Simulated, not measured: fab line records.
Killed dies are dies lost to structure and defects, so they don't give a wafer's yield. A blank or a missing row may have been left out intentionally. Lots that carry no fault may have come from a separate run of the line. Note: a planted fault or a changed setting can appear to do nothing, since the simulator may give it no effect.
Struck lot and sound lot, side by side | flow sky130 | 14 out of 708 route steps
Sound: these wafers, L246.3, L246.4, L246.5. Wafers L243.2, L243.3, L243.4 were the ones struck. The cause is given at the end.
Each step with rows lists, per side, the tool, then ch with its chambers, then its first start. Under that, the readings that differ: sound wafers | struck wafers | difference of the means | sigmas: that difference in standard deviations of wafers without a fault.
alike: words and numbers the same on both sides, and readings whose means are apart by under 2 such deviations; not compared: readings that were withheld, readings missing a value for some wafer, numbers with overlapping values and no deviation given by the record, and bounds like >300 which may hide the same value.
The two part at a step that has a row with sigmas, a row that says differs or no value, or rows on one side only. Numbers that don't overlap but have no deviation are shown without sigmas and don't part them. A reading missing from all wafers of one side parts the sides only when that side holds two or more wafers.

first, 6 steps without rows for these wafers: SKY_METAL4_COAT_07 (resist thk 60 nm); SKY_METAL4_COAT_08 (resist thk 1140 nm); SKY_METAL4_SOFTBAKE_09 (time 90 s); SKY_METAL4_EXPOSE_10 (exposes mask MM4, target cd 300 nm); SKY_METAL4_PEB_11; SKY_METAL4_DEVELOP_12 (develop time 60 s).
SKY_METAL4_CD_MEAS_13 targets a cd of 300 nm.
  struck on cdSem-02, day 46 21:57; sound on cdSem-01, day 47 10:58
  alike: cdNm
SKY_METAL4_OVL_MEAS_14:
  struck on overlay-02, day 46 22:03; sound on overlay-02, day 47 11:04
  alike: METAL4_OVL
SKY_METAL4_DESCUM_15: chemistry O2, time 8 s.
  sound on rieMetal-04 ch 0,1, day 47 11:05; struck on rieMetal-03 ch 0,1, day 46 22:05
  alike: drypumpMotorCurrentA, oesProductAu
  not compared: rfHoursCounterH
SKY_METAL4_ETCH_16: etches BARC in N2/H2, stops on SiO2, time 88.2 s, target depth 60 nm.
  sound on rieMetal-04 ch 0,1, day 47 11:09; struck on rieMetal-03 ch 0,1, day 46 22:07
  alike: drypumpMotorCurrentA, h2FlowSccm, oesProductAu, throttleValvePct
  not compared: rfHoursCounterH
SKY_METAL4_ETCH_17: etches SiO2 in C4F8/O2/Ar, stops on TiN, time 3.9 s, target depth 15 nm.
  sound on rieDiel-04 ch 0,3, day 47 11:13; struck on rieDiel-03 ch 0,1,2, day 46 22:13
  alike: oesProductAu
  not compared: rfHoursCounterH
SKY_METAL4_METAL_ETCH_18: etches the open film in Cl2/BCl3, stops on SiO2, target depth 845 nm, time 183.1 s.
  sound on rieMetal-02 ch 0,1, day 47 11:17; struck on rieMetal-04 ch 0,1, day 46 22:14
  alike: drypumpMotorCurrentA, oesProductAu, throttleValvePct
  not compared: rfHoursCounterH
SKY_METAL4_STRIP_19: strips in O2/N2.
  sound on plasmaAsher-04 ch 0,1, day 47 11:26; struck on plasmaAsher-04 ch 0,1, day 46 22:25
  no value came back on the struck wafers for chamberPressureMTorr (mTorr), drypumpMotorCurrentA (A), oesProductAu (a.u.), stripTimeToEndpointS (s); on the sound wafers chamberPressureMTorr (mTorr) reads 1500 1501 1504
reading                                      | sound | struck          | difference | sigmas
model.KrF-thick_of_METAL4_COAT_08.thkNm (nm) | 0 0 0 | 519.4 518 530.3 | +522.6     | 
  not compared: rfHoursCounterH
then, 1 step without rows for these wafers: SKY_METAL4_STRIP_20 (strips in post etch residue remover, time 1200 s).

== WHERE THEY PART ==
Only at SKY_METAL4_STRIP_19, as far as this record shows.

WHY: whatever the simulator had introduced
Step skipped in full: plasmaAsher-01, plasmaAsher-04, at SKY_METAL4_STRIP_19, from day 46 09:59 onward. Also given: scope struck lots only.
